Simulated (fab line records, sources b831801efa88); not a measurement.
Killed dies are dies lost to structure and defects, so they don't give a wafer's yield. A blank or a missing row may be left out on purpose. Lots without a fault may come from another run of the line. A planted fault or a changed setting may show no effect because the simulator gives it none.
A struck lot beside a sound one | flow sky130 | 16 steps out of a route of 708
Sound: wafers L527.2, L527.4, L527.6. Struck: wafer L529.4. (L529.2, L529.6 of the same lot were not struck and are left out.) The cause comes at the end.
At each step with rows: each side's tool, then ch and its chambers, then its first start. Under that, the readings that differ: sound wafers | struck wafers | difference of the means | sigmas: that difference in standard deviations of wafers without a fault.
alike: readings whose means differ by less than 2 such deviations, and words and numbers that are the same on both sides. not compared: withheld readings, readings that some wafer has no value for, bounds like >300 that may hide the same value, and numbers for which the record gives no deviation and whose values overlap.
The two part at a step that has a row with sigmas, a row that says differs or no value, or rows on one side only. Numbers that don't overlap but have no deviation are shown without sigmas and don't part them. A reading that every wafer of one side lacks parts them only if that side has two wafers or more.

SKY_VIA1_CMP_02: polishes SiO2.
  sound on cmp-02 ch 0,1, day 33 08:25; struck on cmp-01 ch 2, day 34 02:30
  alike: edge_zone_pressure_frac, motor_current_A
SKY_VIA1_BOW_MEAS_03:
  sound on film_metro-03, day 33 08:44; struck on film_metro-01, day 34 02:46
  alike: VIA1_BOW
then, 8 steps without rows for these wafers: SKY_VIA1_DEHYDRATE_04 (time 60 s); SKY_VIA1_HMDS_05 (prime time 60 s); SKY_VIA1_COAT_06 (resist thk 60 nm); SKY_VIA1_COAT_07 (resist thk 450 nm); SKY_VIA1_SOFTBAKE_08 (time 90 s); SKY_VIA1_EXPOSE_09 (exposes mask VIM, target cd 150 nm); SKY_VIA1_PEB_10; SKY_VIA1_DEVELOP_11 (develop time 60 s).
SKY_VIA1_CD_MEAS_12: target cd 150 nm.
  sound on cd_sem-01, day 34 10:31; struck on cd_sem-02, day 35 05:10
  alike: cd_nm
SKY_VIA1_OVL_MEAS_13:
  sound on overlay-02, day 34 10:37; struck on overlay-02, day 35 05:16
  alike: VIA1_OVL
SKY_VIA1_ETCH_14: etches BARC in N2/H2, stops on SiO2, time 45.9 s, target depth 60 nm.
  sound on rie_diel-02 ch 0,3, day 34 10:38; struck on rie_diel-02 ch 1, day 35 05:17
  reading                                     | sound             | struck | difference | sigmas
  model.KrF-thick_of_VIA1_COAT_07.thk_nm (nm) | 389.7 390.8 390.8 | 399.5  | +9.1       |
  alike: chamber_pressure_mTorr, drypump_motor_current_A, oes_product_au, throttle_valve_pct
  not compared: rf_hours_counter_h
SKY_VIA1_ETCH_15: etches SiO2 in C4F8/O2/Ar, stops on TiN, target depth 351 nm, time 54 s.
  sound on rie_diel-02 ch 0,3, day 34 10:41; struck on rie_diel-02 ch 1, day 35 05:20
  reading                                     | sound             | struck | difference | sigmas
  model.KrF-thick_of_VIA1_COAT_07.thk_nm (nm) | 318.5 320.2 319.5 | 330.2  | +10.8      |
  alike: chamber_pressure_mTorr, oes_product_au
  not compared: rf_hours_counter_h
SKY_VIA1_STRIP_16: strips in O2/N2.
  sound on plasma_asher-02 ch 0,1, day 34 10:44; struck on plasma_asher-01 ch 1, day 35 05:23
  reading                      | sound             | struck | difference | sigmas
  strip_time_to_endpoint_s (s) | 4.405 4.430 4.415 | 4.543  | +0.126     | +5
  alike: chamber_pressure_mTorr, drypump_motor_current_A, oes_product_au
  not compared: rf_hours_counter_h
then, 1 step without rows for these wafers: SKY_VIA1_STRIP_17 (strips in post etch residue remover, time 1200 s).

WHERE THEY PART
Only at SKY_VIA1_STRIP_16, within this record.

WHY: what the simulator had put in
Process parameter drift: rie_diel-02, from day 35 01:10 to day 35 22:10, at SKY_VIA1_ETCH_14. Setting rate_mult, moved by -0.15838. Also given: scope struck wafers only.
